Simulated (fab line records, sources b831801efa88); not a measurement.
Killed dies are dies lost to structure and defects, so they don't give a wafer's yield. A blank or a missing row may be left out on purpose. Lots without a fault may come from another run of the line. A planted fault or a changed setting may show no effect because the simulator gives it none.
A struck lot beside a sound one | flow sky130 | 15 steps out of a route of 708
Sound: wafers L665.1, L665.2, L665.4. Struck: wafers L678.4, L678.5, L678.6. The cause comes at the end.
At each step with rows: each side's tool, then ch and its chambers, then its first start. Under that, the readings that differ: sound wafers | struck wafers | difference of the means | sigmas: that difference in standard deviations of wafers without a fault.
alike: readings whose means differ by less than 2 such deviations, and words and numbers that are the same on both sides. not compared: withheld readings, readings that some wafer has no value for, bounds like >300 that may hide the same value, and numbers for which the record gives no deviation and whose values overlap.
The two part at a step that has a row with sigmas, a row that says differs or no value, or rows on one side only. Numbers that don't overlap but have no deviation are shown without sigmas and don't part them. A reading that every wafer of one side lacks parts them only if that side has two wafers or more.

SKY_CONTACT_STRIP_19: strips in O2/N2.
  sound on plasma_asher-04 ch 0,1, day 34 02:16; struck on plasma_asher-01 ch 0,1, day 38 00:56
  reading                      | sound             | struck            | difference | sigmas
  strip_time_to_endpoint_s (s) | 3.676 3.647 3.686 | 3.608 3.615 3.613 | -0.058     | -2
  alike: drypump_motor_current_A, o2_flow_sccm, oes_product_au
  not compared: rf_hours_counter_h
then, 4 steps without rows for these wafers: SKY_CONTACT_STRIP_20 (strips in post etch residue remover, time 1200 s); SKY_CONTACT_CLEAN_21 (cleans in IPA, time 180 s); SKY_CONTACT_CLEAN_22 (cleans in O3/DIW); SKY_CONTACT_SPUTTER_23 (material TiN, target thk 20 nm, time 80 s).
SKY_CONTACT_CVD_24: deposits W, target thk 340 nm, time 102.12 s.
  sound on cvd_w-01 ch 0,1, day 34 02:58; struck on cvd_w-01 ch 0,1, day 38 01:35
  reading              | sound                | struck               | difference | sigmas
  susceptor_temp_C (C) | 399.94 399.77 399.87 | 400.42 400.27 400.16 | +0.42      | +2
  alike: heater_power_outer_w, heater_power_w
SKY_CONTACT_RS_MEAS_25: measures by four-point-probe.
  sound on film_metro-02, day 34 03:04; struck on film_metro-03, day 38 01:43
  reading               | sound             | struck            | difference | sigmas
  CONTACT_W_RS (ohm/sq) | 0.335 0.333 0.335 | 0.344 0.345 0.341 | +0.009     | +3
SKY_CONTACT_THK_MEAS_26: measures by xrf.
  sound on film_metro-02, day 34 03:11; struck on film_metro-03, day 38 01:49
  reading            | sound       | struck      | difference | sigmas
  CONTACT_W_THK (nm) | 348 351 349 | 340 340 345 | -8         | -2
then, 2 steps without rows for these wafers: SKY_CONTACT_CMP_27 (polishes, stops on SiO2, t overpolish 15 s, target thk 0 nm); SKY_METAL1_SPUTTER_00 (material Ti, target thk 15 nm, time 10 s).
SKY_METAL1_SPUTTER_01: material TiN, target thk 20 nm, time 16.7 s.
  sound on pvd_sputter-01, day 34 03:34; struck on pvd_sputter-03, day 38 02:10
  alike: throttle_valve_pct
SKY_METAL1_SPUTTER_02: material AlCu, target thk 250 nm, time 13.3 s.
  sound on pvd_sputter-01, day 34 03:36; struck on pvd_sputter-03, day 38 02:11
  alike: throttle_valve_pct
SKY_METAL1_SPUTTER_03: material Ti, target thk 5 nm, time 3.3 s.
  sound on pvd_sputter-01, day 34 03:37; struck on pvd_sputter-03, day 38 02:13
  reading                                   | sound            | struck            | difference | sigmas
  model.Ti_of_METAL1_SPUTTER_03.thk_nm (nm) | 4.93 4.912 5.048 | 4.259 4.374 4.408 | -0.616     |
  alike: throttle_valve_pct
SKY_METAL1_SPUTTER_04: material TiN, target thk 70 nm, time 58.3 s.
  sound on pvd_sputter-01, day 34 03:38; struck on pvd_sputter-03, day 38 02:14
  alike: throttle_valve_pct
SKY_PAD_OPEN_PROBE_99:
  the record has rows for the sound wafers here (prober-02, day 47 13:53) and none for the struck ones

WHERE THEY PART
First at SKY_CONTACT_STRIP_19; last, within this record, at SKY_PAD_OPEN_PROBE_99.

WHY: what the simulator had put in
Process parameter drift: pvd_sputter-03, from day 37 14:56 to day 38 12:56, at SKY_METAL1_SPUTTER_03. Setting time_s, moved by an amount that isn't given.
